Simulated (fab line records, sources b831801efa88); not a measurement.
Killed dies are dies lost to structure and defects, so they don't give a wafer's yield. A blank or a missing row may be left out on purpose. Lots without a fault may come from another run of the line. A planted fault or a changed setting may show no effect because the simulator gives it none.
fab line records | flow sky130
record lots=10 wafers=30 last_day=50
route steps=708 shown NWELL@63 VT_ADJUST_LVTN@107 LOCAL_INTERCONNECT@399 METAL5@663 PAD_OPEN@708
lots that met no fault: from a run of the same line without faults
start_h: hours from the record's first day to the start of the lot's first wafer shown | wait_h: hours since the lot's step before | " the same as in the row above | L1.1+2: a row that stands for several wafers | - no value, or no start given | * or withheld: withheld | < > ~ a bound
route shown NAME@n: a module of which the file shows steps, and the number in the route of the first | usual: mean/standard deviation of fault-free wafers | same: alike in all rows | chamber/n: place in a boat | sites: the reading at each site | _std_site: their standard deviation | _edge_site: outer sites' mean less inner sites' | radius_mm: how far each site lies from the wafer's centre | mask NAME#n: copy n | behind: the tool/chamber that last shaped the wafer | hold: why the lot was held/for how many hours/how that ended | device: the transistor (n, p or np) that didn't switch | end of line: the same wafers' tests at the end of the route | a step without rows: its recipe alone | killed: dies lost to structure and defects at the first sort, not the wafer's yield | map: a wafer's dies, x killed, . not, _ none there
set.NAME: the setting as run; set.NAME@STEP: as run at that earlier step | model.NAME: the simulator's own value behind a step, which no gauge read
steps of the route over a sample of lots; a table a step, a row a wafer
services: from which hour (start_h, from the record's first day; less than 0 if before it) a tool's chamber was out of use, for how many hours, and why
## steps
# step SKY_NWELL_OVL_MEAS_10
# usual NWELL_00_OVL=-0.6/1.3
# columns lot.wafer tool chamber start_h wait_h NWELL_00_OVL[nm]
L228.1 overlay-01 - 103.08 - 0.3
L228.2 " - " " 0.7
L228.4 " - " " -0.2
L229.2 overlay-02 - 103.39 - -0.2
L229.5 " - " " -0.3
L229.6 " - " " -0.4
L232.2 overlay-02 - 127.29 - -1.8
L232.5 " - " " 0.2
L232.6 " - " " 0.4
L237.1 overlay-02 - 151.70 - 1.6
L237.3 " - " " 1.7
L237.6 " - " " 0.4
L239.3 overlay-01 - 165.69 - 0.7
L239.4 " - " " -0.9
L239.5 " - " " 0.2
L240.1 overlay-02 - 171.48 - 1.4
L240.3 " - " " 0.8
L240.4 " - " " 1.1
L242.1 overlay-01 - 180.80 - -1.2
L242.2 " - " " -1.0
L242.3 " - " " -0.3
L244.3 overlay-01 - 189.64 - 0.6
L244.5 " - " " -0.4
L244.6 " - " " -1.9
L246.3 overlay-02 - 203.24 - 0.7
L246.4 " - " " 0.6
L246.6 " - " " -1.3
L248.1 overlay-01 - 211.85 - -1.7
L248.2 " - " " -1.2
L248.4 " - " " -0.9
# step SKY_VT_ADJUST_LVTN_TW_MEAS_10
# usual VT_ADJUST_LVTN_TW=241.1/2.4
# columns lot.wafer tool chamber start_h wait_h VT_ADJUST_LVTN_TW
L228.1 film_metro-04 - 162.90 0.1 244.1
L228.2 " - " " 243.1
L228.4 " - " " 244.6
L229.2 film_metro-03 - 163.26 0.1 237.7
L229.5 " - " " 238.2
L229.6 " - " " 237.9
L232.2 film_metro-04 - 188.91 0.1 242.8
L232.5 " - " " 241.8
L232.6 " - " " 241.6
L237.1 film_metro-03 - 214.30 0.1 240.8
L237.3 " - " " 241.0
L237.6 " - " " 240.7
L239.3 film_metro-01 - 231.02 0.1 243.6
L239.4 " - " " 244.0
L239.5 " - " " 244.3
L240.1 film_metro-03 - 237.03 0.1 237.6
L240.3 " - " " 238.3
L240.4 " - " " 239.7
L242.1 film_metro-01 - 247.42 0.1 242.4
L242.2 " - " " 241.4
L242.3 " - " " 242.3
L244.3 film_metro-04 - 256.30 0.1 244.0
L244.5 " - " " 243.3
L244.6 " - " " 243.5
L246.3 film_metro-03 - 273.82 0.1 238.1
L246.4 " - " " 236.1
L246.6 " - " " 238.0
L248.1 film_metro-04 - 283.02 0.1 241.5
L248.2 " - " " 241.2
L248.4 " - " " 242.1
# step SKY_LOCAL_INTERCONNECT_OVL_MEAS_12
# usual LOCAL_INTERCONNECT_OVL=-1/5.3
# columns lot.wafer tool chamber start_h wait_h LOCAL_INTERCONNECT_OVL[nm]
L228.1 overlay-02 - 737.27 0.1 -4
L228.2 " - " " -1
L228.4 " - " " 2
L229.2 overlay-01 - 740.60 0.1 -5
L229.5 " - " " 0
L229.6 " - " " -10
L232.2 overlay-02 - 766.75 0.1 0
L232.5 " - " " 3
L232.6 " - " " 3
L237.1 overlay-02 - 812.28 0.1 -9
L237.3 " - " " -4
L237.6 " - " " 2
L239.3 overlay-01 - 816.91 0.1 7
L239.4 " - " " -2
L239.5 " - " " 0
L240.1 overlay-02 - 821.40 0.1 6
L240.3 " - " " 9
L240.4 " - " " 3
L242.1 overlay-02 - 833.04 0.1 1
L242.2 " - " " -5
L242.3 " - " " 3
L244.3 overlay-01 - 844.23 0.1 -6
L244.5 " - " " -2
L244.6 " - " " 3
L246.3 overlay-01 - 861.63 0.1 -8
L246.4 " - " " -8
L246.6 " - " " -9
L248.1 overlay-02 - 869.98 0.1 3
L248.2 " - " " 4
L248.4 " - " " 6
# step SKY_METAL5_SPUTTER_02
# recipe material=AlCu target_thk_nm=1150 power_w=10600 time_s=61.2 chamber_pressure_pa=0.4
# usual chamber_pressure_pa=0.3999/0.00084 throttle_valve_pct=29.8/0.74
# columns lot.wafer tool chamber start_h wait_h chamber_pressure_pa throttle_valve_pct
L228.1 pvd_sputter-02 - 1031.22 0.0 0.4007 30.7
L228.2 " - " " 0.4002 29.8
L228.4 " - " " 0.3995 29.0
L229.2 pvd_sputter-02 - 1034.14 0.0 0.3995 29.8
L229.5 " - " " 0.3999 29.7
L229.6 " - " " 0.3998 29.7
L232.2 pvd_sputter-01 - 1055.37 0.0 0.3989 28.9
L232.5 " - " " 0.4014 30.7
L232.6 " - " " 0.3998 29.4
L237.1 pvd_sputter-02 - 1092.52 0.0 0.4002 29.6
L237.3 " - " " 0.3985 29.6
L237.6 " - " " 0.4006 29.0
L239.3 pvd_sputter-02 - 1096.13 0.0 0.3994 29.6
L239.4 " - " " 0.3998 31.1
L239.5 " - " " 0.4004 29.6
L240.1 pvd_sputter-02 - 1097.03 0.0 0.4005 28.6
L240.3 " - " " 0.4002 30.7
L240.4 " - " " 0.3993 29.7
L242.1 pvd_sputter-01 - 1111.34 0.0 0.4017 28.9
L242.2 " - " " 0.4011 29.1
L242.3 " - " " 0.3988 29.4
L244.3 pvd_sputter-01 - 1117.74 0.0 0.4004 31.0
L244.5 " - " " 0.3994 29.1
L244.6 " - " " 0.4003 29.1
L246.3 pvd_sputter-04 - 1130.91 0.0 0.3999 29.5
L246.4 " - " " 0.4002 29.5
L246.6 " - " " 0.4019 30.8
L248.1 pvd_sputter-04 - 1137.16 0.0 0.3990 30.7
L248.2 " - " " 0.3999 30.9
L248.4 " - " " 0.4012 29.4
# step SKY_METAL5_RS_MEAS_05
# recipe thk_meas_gauge=four-point-probe reads=TiN_of_METAL5_SPUTTER_04+Ti_of_METAL5_SPUTTER_03+AlCu_of_METAL5_SPUTTER_02+TiN_of_METAL5_SPUTTER_01+Ti_of_METAL5_SPUTTER_00
# usual METAL5_ALCU_RS=0.02721/0.00028
# columns lot.wafer tool chamber start_h wait_h hold METAL5_ALCU_RS[ohm/sq]
L228.1 film_metro-04 - 1031.34 0.0 - 0.02681
L228.2 " - " " - 0.0268
L228.4 " - " " - 0.02702
L229.2 film_metro-03 - 1034.28 0.0 - 0.0269
L229.5 " - " " - 0.02668
L229.6 " - " " - 0.02703
L232.2 film_metro-02 - 1055.51 0.0 - 0.02764
L232.5 " - " " - 0.02769
L232.6 " - " " - 0.02734
L237.1 film_metro-02 - 1092.64 0.0 await_dispo/0.2h/release 0.02701
L237.3 " - " " await_dispo/0.2h/release 0.01984
L237.6 " - " " await_dispo/0.2h/release 0.02001
L237.1 film_metro-02 - 1092.93 0.3 - 0.02702
L237.3 " - " " - 0.01986
L237.6 " - " " - 0.02001
L239.3 film_metro-03 - 1096.28 0.1 await_dispo/0.2h/release 0.01967
L239.4 " - " " await_dispo/0.2h/release 0.02712
L239.5 " - " " await_dispo/0.2h/release 0.02691
L239.3 film_metro-03 - 1096.65 0.3 - 0.0197
L239.4 " - " " - 0.02711
L239.5 " - " " - 0.02692
L240.1 film_metro-04 - 1097.14 0.0 await_dispo/0.2h/release 0.02714
L240.3 " - " " await_dispo/0.2h/release 0.01957
L240.4 " - " " await_dispo/0.2h/release 0.02679
L240.1 film_metro-04 - 1097.43 0.3 - 0.02713
L240.3 " - " " - 0.01964
L240.4 " - " " - 0.0268
L242.1 film_metro-04 - 1111.46 0.0 - 0.02702
L242.2 " - " " - 0.02727
L242.3 " - " " - 0.02728
L244.3 film_metro-04 - 1117.95 0.1 - 0.02753
L244.5 " - " " - 0.02722
L244.6 " - " " - 0.02735
L246.3 film_metro-04 - 1131.07 0.1 - 0.02707
L246.4 " - " " - 0.02721
L246.6 " - " " - 0.02667
L248.1 film_metro-04 - 1137.28 0.0 - 0.02667
L248.2 " - " " - 0.02746
L248.4 " - " " - 0.02729
# step SKY_METAL5_THK_MEAS_06
# recipe thk_meas_gauge=xrf reads=AlCu_of_METAL5_SPUTTER_02
# usual METAL5_ALCU_THK=1164/14
# columns lot.wafer tool chamber start_h wait_h hold METAL5_ALCU_THK[nm]
L228.1 film_metro-04 - 1031.46 0.1 - 1178
L228.2 " - " " - 1186
L228.4 " - " " - 1169
L229.2 film_metro-03 - 1034.39 0.1 - 1174
L229.5 " - " " - 1180
L229.6 " - " " - 1163
L232.2 film_metro-02 - 1055.62 0.1 - 1146
L232.5 " - " " - 1140
L232.6 " - " " - 1161
L239.3 film_metro-03 - 1098.92 2.3 await_dispo/0.2h/release 1605
L239.4 " - " " await_dispo/0.2h/release 1164
L239.5 " - " " await_dispo/0.2h/release 1183
L239.3 film_metro-03 - 1099.21 0.3 - 1614
L239.4 " - " " - 1168
L239.5 " - " " - 1177
L240.1 film_metro-04 - 1100.72 3.3 await_dispo/0.2h/release 1170
L240.3 " - " " await_dispo/0.2h/release 1622
L240.4 " - " " await_dispo/0.2h/release 1190
L240.1 film_metro-04 - 1100.95 0.2 - 1171
L240.3 " - " " - 1623
L240.4 " - " " - 1185
L237.1 film_metro-02 - 1100.77 7.8 await_dispo/0.2h/release 1166
L237.3 " - " " await_dispo/0.2h/release 1573
L237.6 " - " " await_dispo/0.2h/release 1559
L237.1 film_metro-02 - 1101.04 0.3 - 1167
L237.3 " - " " - 1584
L237.6 " - " " - 1567
L242.1 film_metro-04 - 1111.58 0.1 - 1170
L242.2 " - " " - 1161
L242.3 " - " " - 1155
L244.3 film_metro-04 - 1118.05 0.1 - 1153
L244.5 " - " " - 1159
L244.6 " - " " - 1157
L246.3 film_metro-04 - 1131.17 0.1 - 1173
L246.4 " - " " - 1164
L246.6 " - " " - 1186
L248.1 film_metro-04 - 1137.40 0.1 - 1193
L248.2 " - " " - 1151
L248.4 " - " " - 1154
# step SKY_METAL5_METAL_ETCH_15
# recipe target_depth_a=12600 stop_on=SiO2 over_etch_frac=0.2 time_s=252 chemistry=Cl2/BCl3 resist_sidewall_deg=86 pressure_mtorr=10 icp_w=900 bias_w=48.5 Cl2_flow_sccm=60 bcl3_flow_sccm=30
# usual drypump_motor_current_A=5.6/0.55 oes_product_au=0.895/0.0052 throttle_valve_pct=22.264/0.0099
# columns lot.wafer tool chamber start_h wait_h drypump_motor_current_A oes_product_au rf_hours_counter_h throttle_valve_pct
L228.1 rie_metal-03 1 1052.93 0.0 5.1 0.907 17 22.264
L228.2 " 0 " " 5.5 0.899 12 22.269
L228.4 " 0 " " 5.5 0.889 - 22.265
L229.2 rie_metal-02 0 1057.03 0.0 4.8 0.892 4 22.246
L229.5 " 0 " " 4.8 0.896 - 22.271
L229.6 " 1 " " 5.7 0.894 - 22.268
L232.2 rie_metal-03 1 1076.87 0.0 5.1 0.889 18 22.267
L232.5 " 0 " " 5.5 0.886 - 22.285
L232.6 " 1 " " 5.1 0.891 - 22.258
L237.1 rie_metal-01 0 1112.77 0.0 5.5 0.897 18 22.275
L237.3 " 1 " " 6.6 1.009 - 22.260
L237.6 " 0 " " 5.5 1.032 - 22.279
L239.3 rie_metal-03 0 1116.71 0.1 5.5 1.019 - 22.269
L239.4 " 1 " " 5.1 0.893 - 22.245
L239.5 " 1 " " 5.1 0.905 - 22.267
L240.1 rie_metal-02 0 1117.40 0.0 4.8 0.888 9 22.271
L240.3 " 0 " " 4.8 1.003 - 22.253
L240.4 " 1 " " 5.7 0.893 - 22.258
L242.1 rie_metal-03 1 1131.15 0.0 5.1 0.888 21 22.276
L242.2 " 0 " " 5.6 0.900 16 22.270
L242.3 " 1 " " 5.1 0.901 - 22.258
L244.3 rie_metal-03 0 1137.21 0.1 5.5 0.890 - 22.264
L244.5 " 1 " " 5.1 0.885 - 22.273
L244.6 " 0 " " 5.6 0.902 - 22.266
L246.3 rie_metal-01 0 1149.27 0.1 5.5 0.891 - 22.256
L246.4 " 1 " " 6.6 0.895 - 22.269
L246.6 " 1 " " 6.6 0.890 - 22.263
L248.1 rie_metal-01 1 1155.40 0.0 6.6 0.893 17 22.250
L248.2 " 0 " " 5.5 0.896 21 22.264
L248.4 " 1 " " 6.6 0.902 - 22.269
# step SKY_PAD_OPEN_PROBE_99
# usual defect_limited_yield=82.5/1.9 killed_at_M0_to_M3=43/6.8 killed_at_M4_up=3.0/1.6 killed_at_contacts=25/6 killed_at_front_end=15/4.4 killed_at_other=0.3/0.52 killed_dies=86/9.6 killed_on_rim=17/3.5 killed_open=47/6.7 killed_short=39/6.8 sort_bin_3_pad_short=0.9/0.43 sort_bin_5_function=10.3/1.5 sort_bin_6_memory=6.3/1.1 sort_n_pass=406/9.6 sort_yield_pct=82.5/1.9
# same gross_dies=492 killed_at_back_side=0 sort_bin_4_leakage[%]=0 sort_bin_8_speed[%]=0
# columns lot.wafer tool chamber start_h wait_h hold defect_limited_yield[%] killed_at_M0_to_M3 killed_at_M4_up killed_at_contacts killed_at_front_end killed_at_other killed_dies killed_on_rim killed_open killed_short sort_bin_3_pad_short[%] sort_bin_5_function[%] sort_bin_6_memory[%] sort_n_pass sort_yield_pct[%]
L228.1 prober-02 - 1097.91 0.1 - 81.9 47 2 23 17 0 89 21 48 41 1.6 10.0 6.5 403 81.9
L228.2 prober-02 - 1097.96 0.1 - 83.9 45 3 15 16 0 79 13 45 33 0.8 10.0 5.3 413 83.9
L228.4 prober-02 - 1098.06 0.2 - 87.0 29 4 16 15 0 64 9 29 35 1.2 7.3 4.5 428 87.0
L237.1 prober-02 - 1155.85 0.1 await_dispo/2.6h/release 82.3 44 2 23 18 0 87 13 46 41 0.8 11.4 5.5 405 82.3
L237.3 prober-02 - 1155.95 0.2 await_dispo/2.6h/release 0 33 425 22 12 0 492 96 44 28 0.4 93.1 6.5 0 0
L237.6 prober-02 - 1156.10 0.2 await_dispo/2.6h/release 0.2 42 419 21 9 0 491 95 43 30 0.6 94.1 5.1 1 0.2
L239.3 prober-01 - 1158.40 0.2 await_dispo/4.3h/release 0 46 407 26 13 0 492 96 50 38 1.2 89.8 8.9 0 0
L239.4 prober-01 - 1158.45 0.2 await_dispo/4.3h/release 85.0 31 2 27 14 0 74 15 33 40 0.8 8.1 6.1 418 85.0
L239.5 prober-01 - 1158.50 0.2 await_dispo/4.3h/release 79.1 50 7 34 12 0 103 19 52 50 1.2 13.2 6.5 389 79.1
L240.1 prober-02 - 1159.98 0.1 await_dispo/3.1h/release 81.9 53 4 14 18 0 89 19 46 43 1.0 9.6 7.5 403 81.9
L240.3 prober-02 - 1160.08 0.2 await_dispo/3.1h/release 0 50 399 26 17 0 492 96 52 44 1.8 90.7 7.5 0 0
L240.4 prober-02 - 1160.13 0.2 await_dispo/3.1h/release 85.0 33 4 21 16 0 74 13 35 39 2.0 8.5 4.5 418 85.0
L242.1 prober-02 - 1170.53 0.1 - 82.9 45 1 29 9 0 84 9 47 37 0.8 10.0 6.3 408 82.9
L242.2 prober-02 - 1170.58 0.1 - 85.2 33 5 23 12 0 73 13 35 38 0.6 8.7 5.5 419 85.2
L242.3 prober-02 - 1170.63 0.2 - 82.7 43 5 30 7 0 85 14 46 39 0.6 10.4 6.3 407 82.7
L244.3 prober-02 - 1176.92 0.2 - 81.3 47 3 14 26 2 92 22 44 46 1.2 12.2 5.3 400 81.3
L244.5 prober-02 - 1177.02 0.2 - 81.5 45 1 24 19 2 91 19 41 50 1.0 12.2 5.3 401 81.5
L244.6 prober-02 - 1177.07 0.2 - 82.1 52 2 24 9 1 88 13 43 44 0.8 9.8 7.3 404 82.1
L246.3 prober-02 - 1186.48 0.2 - 86.0 43 4 14 8 0 69 14 45 24 0.8 8.3 4.9 423 86.0
L246.4 prober-02 - 1186.53 0.2 - 83.7 32 5 22 20 1 80 16 43 37 1.4 10.6 4.3 412 83.7
L246.6 prober-02 - 1186.63 0.2 - 84.6 31 4 16 25 0 76 13 41 35 0.8 8.7 5.9 416 84.6
# killed by level:class
L228.1 LI_CONTACT:geometric_particle:open=7 VIA1:geometric_particle:open=7 VIA3:geometric_particle:open=7 VIA2:geometric_particle:open=6 VIA1:geometric_particle:short=6 METAL2:geometric_particle:short=6 POLY_GATE:geometric_particle:open=5 LOCAL_INTERCONNECT:geometric_particle:short=5
L228.2 VIA1:geometric_particle:open=11 CONTACT:geometric_particle:open=8 METAL2:geometric_particle:short=7 VIA3:geometric_particle:open=6 VIA2:geometric_particle:open=5 FIELD_ISO:geometric_particle:open=4 POLY_GATE:geometric_particle:short=4 POLY_GATE:geometric_particle:open=4
L228.4 VIA1:geometric_particle:open=6 CONTACT:geometric_particle:open=6 METAL2:geometric_particle:short=5 POLY_GATE:geometric_particle:short=4 LOCAL_INTERCONNECT:geometric_particle:short=4 METAL1:geometric_particle:short=4 VIA2:geometric_particle:open=4 FIELD_ISO:geometric_particle:short=3
L237.1 VIA1:geometric_particle:open=12 CONTACT:geometric_particle:open=9 FIELD_ISO:geometric_particle:short=8 METAL1:geometric_particle:short=6 VIA2:geometric_particle:open=5 VIA3:geometric_particle:open=5 LI_CONTACT:geometric_particle:open=4 CONTACT:geometric_particle:short=4
L237.3 METAL5:area_etch=420 CONTACT:geometric_particle:open=9 VIA1:geometric_particle:open=8 VIA2:geometric_particle:open=7 LI_CONTACT:geometric_particle:open=7 VIA2:geometric_particle:short=5 FIELD_ISO:geometric_particle:short=4 VIA3:geometric_particle:open=4
L237.6 METAL5:area_etch=418 VIA1:geometric_particle:open=10 CONTACT:geometric_particle:open=9 VIA2:geometric_particle:open=8 METAL2:geometric_particle:short=7 LI_CONTACT:geometric_particle:open=5 VIA3:geometric_particle:open=4 FIELD_ISO:geometric_particle:short=3
L239.3 METAL5:area_etch=402 LI_CONTACT:geometric_particle:open=13 VIA3:geometric_particle:open=10 VIA1:geometric_particle:open=6 METAL1:geometric_particle:short=6 CONTACT:geometric_particle:open=5 METAL3:geometric_particle:short=5 VIA3:geometric_particle:short=5
L239.4 CONTACT:geometric_particle:open=13 VIA3:geometric_particle:open=7 VIA1:geometric_particle:short=6 POLY_GATE:geometric_particle:short=5 LOCAL_INTERCONNECT:geometric_particle:short=5 CONTACT:geometric_particle:short=5 METAL1:geometric_particle:short=4 POLY_GATE:geometric_particle:open=3
L239.5 VIA1:geometric_particle:open=10 LI_CONTACT:geometric_particle:open=9 LOCAL_INTERCONNECT:geometric_particle:short=8 CONTACT:geometric_particle:short=8 VIA2:geometric_particle:open=8 VIA3:geometric_particle:open=8 METAL1:geometric_particle:short=7 CONTACT:geometric_particle:open=7
L240.1 VIA1:geometric_particle:open=16 METAL2:geometric_particle:short=8 FIELD_ISO:geometric_particle:open=6 METAL1:geometric_particle:short=6 VIA1:geometric_particle:short=6 VIA3:geometric_particle:open=5 POLY_GATE:geometric_particle:short=4 VIA3:geometric_particle:short=4
L240.3 METAL5:area_etch=396 VIA1:geometric_particle:open=11 CONTACT:geometric_particle:open=9 LOCAL_INTERCONNECT:geometric_particle:short=8 POLY_GATE:geometric_particle:open=7 VIA3:geometric_particle:open=7 VIA1:geometric_particle:short=6 VIA2:geometric_particle:open=6
L240.4 VIA1:geometric_particle:open=7 LI_CONTACT:geometric_particle:open=6 CONTACT:geometric_particle:open=6 FIELD_ISO:geometric_particle:short=5 POLY_GATE:geometric_particle:short=5 VIA2:geometric_particle:short=5 VIA3:geometric_particle:open=5 LI_CONTACT:geometric_particle:short=4
L242.1 VIA3:geometric_particle:open=11 CONTACT:geometric_particle:open=8 VIA2:geometric_particle:open=8 LI_CONTACT:geometric_particle:open=7 VIA1:geometric_particle:open=7 METAL2:geometric_particle:short=6 LOCAL_INTERCONNECT:geometric_particle:short=5 CONTACT:geometric_particle:short=5
L242.2 CONTACT:geometric_particle:open=8 VIA1:geometric_particle:open=8 CONTACT:geometric_particle:short=6 METAL2:geometric_particle:short=6 VIA2:geometric_particle:open=6 METAL4:geometric_particle:short=5 FIELD_ISO:geometric_particle:short=4 FIELD_ISO:geometric_particle:open=4
L242.3 LI_CONTACT:geometric_particle:open=12 VIA1:geometric_particle:open=10 CONTACT:geometric_particle:open=7 METAL1:geometric_particle:short=7 VIA2:geometric_particle:open=6 CONTACT:geometric_particle:short=5 VIA3:geometric_particle:open=4 METAL4:geometric_particle:short=4
L244.3 METAL2:geometric_particle:short=13 METAL1:geometric_particle:short=8 VIA1:geometric_particle:open=8 FIELD_ISO:geometric_particle:open=7 CONTACT:geometric_particle:open=7 FIELD_ISO:geometric_particle:short=6 POLY_GATE:geometric_particle:short=6 VIA3:geometric_particle:open=5
L244.5 VIA2:geometric_particle:open=8 METAL2:geometric_particle:short=7 FIELD_ISO:geometric_particle:open=6 LOCAL_INTERCONNECT:geometric_particle:short=6 CONTACT:geometric_particle:open=6 LI_CONTACT:geometric_particle:open=5 VIA1:geometric_particle:open=5 VIA3:geometric_particle:open=5
L244.6 METAL1:geometric_particle:short=10 VIA1:geometric_particle:open=9 CONTACT:geometric_particle:open=8 METAL2:geometric_particle:short=8 LI_CONTACT:geometric_particle:open=6 LOCAL_INTERCONNECT:geometric_particle:short=5 METAL3:geometric_particle:short=5 METAL1:geometric_particle:open=4
L246.3 VIA1:geometric_particle:open=12 VIA2:geometric_particle:open=10 CONTACT:geometric_particle:open=5 VIA3:geometric_particle:open=5 FIELD_ISO:geometric_particle:open=4 VIA1:geometric_particle:short=4 CONTACT:geometric_particle:short=4 METAL1:geometric_particle:short=4
L246.4 CONTACT:geometric_particle:open=10 VIA1:geometric_particle:short=8 VIA2:geometric_particle:open=7 FIELD_ISO:geometric_particle:short=6 FIELD_ISO:geometric_particle:open=6 VIA1:geometric_particle:open=6 LI_CONTACT:geometric_particle:open=5 POLY_GATE:geometric_particle:short=4
L246.6 FIELD_ISO:geometric_particle:open=8 METAL2:geometric_particle:short=7 CONTACT:geometric_particle:open=6 VIA1:geometric_particle:open=6 FIELD_ISO:geometric_particle:short=5 POLY_GATE:geometric_particle:open=4 POLY_GATE:geometric_particle:short=4 VIA2:geometric_particle:open=4
## services
# columns tool chamber start_h hours kind
rie_metal-03 - 1024.43 2.8 pm
pvd_sputter-04 - 1029.32 9.2 repair
rie_metal-02 0 1078.38 8.6 repair
rie_metal-03 - 1078.87 28.1 pm
pvd_sputter-01 - 1090.49 6.5 repair
rie_metal-03 1 1150.47 14.4 repair
## key
first_sign step=SKY_METAL5_RS_MEAS_05 reading=visit direction=added
effect step=SKY_METAL5_RS_MEAS_05 reading=METAL5_ALCU_RS direction=down sigmas=27 usual=0.02721 struck=0.01977
effect step=SKY_METAL5_THK_MEAS_06 reading=visit direction=added
effect step=SKY_METAL5_THK_MEAS_06 reading=METAL5_ALCU_THK direction=up sigmas=31 usual=1164 struck=1590
effect step=SKY_METAL5_METAL_ETCH_15 reading=oes_product_au direction=up sigmas=23 usual=0.895 struck=1.016
effect step=SKY_PAD_OPEN_PROBE_99 reading=killed_at_M4_up direction=up sigmas=99+ usual=3.0 struck=412.5
more_kills_born_at SKY_METAL5_METAL_ETCH_15@rie_metal-01=838 SKY_METAL5_METAL_ETCH_15@rie_metal-03=402 SKY_METAL5_METAL_ETCH_15@rie_metal-02=396
met_at SKY_METAL5_SPUTTER_02
struck_lots L237,L239,L240
struck_wafers L237.3,L237.6,L239.3,L240.3
later_rows_left_out L237.3,L237.6,L239.3,L240.3
not_acting_at SKY_NWELL_OVL_MEAS_10,SKY_VT_ADJUST_LVTN_TW_MEAS_10,SKY_LOCAL_INTERCONNECT_OVL_MEAS_12
onset_between 1034.14 1092.52
fault kind=process_parameter_drift tool=pvd_sputter-02 chamber=- onset_h=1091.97 steps=SKY_METAL5_SPUTTER_02 channel=target_thk_nm offset=420.88 shape=step end_h=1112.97 scope=struck_wafers_only acts_in=these_recipes_only stated=1150
# later_rows_left_out: the simulator's readings of these wafers behind a module that went badly wrong aren't trusted and aren't shown, but for the sort
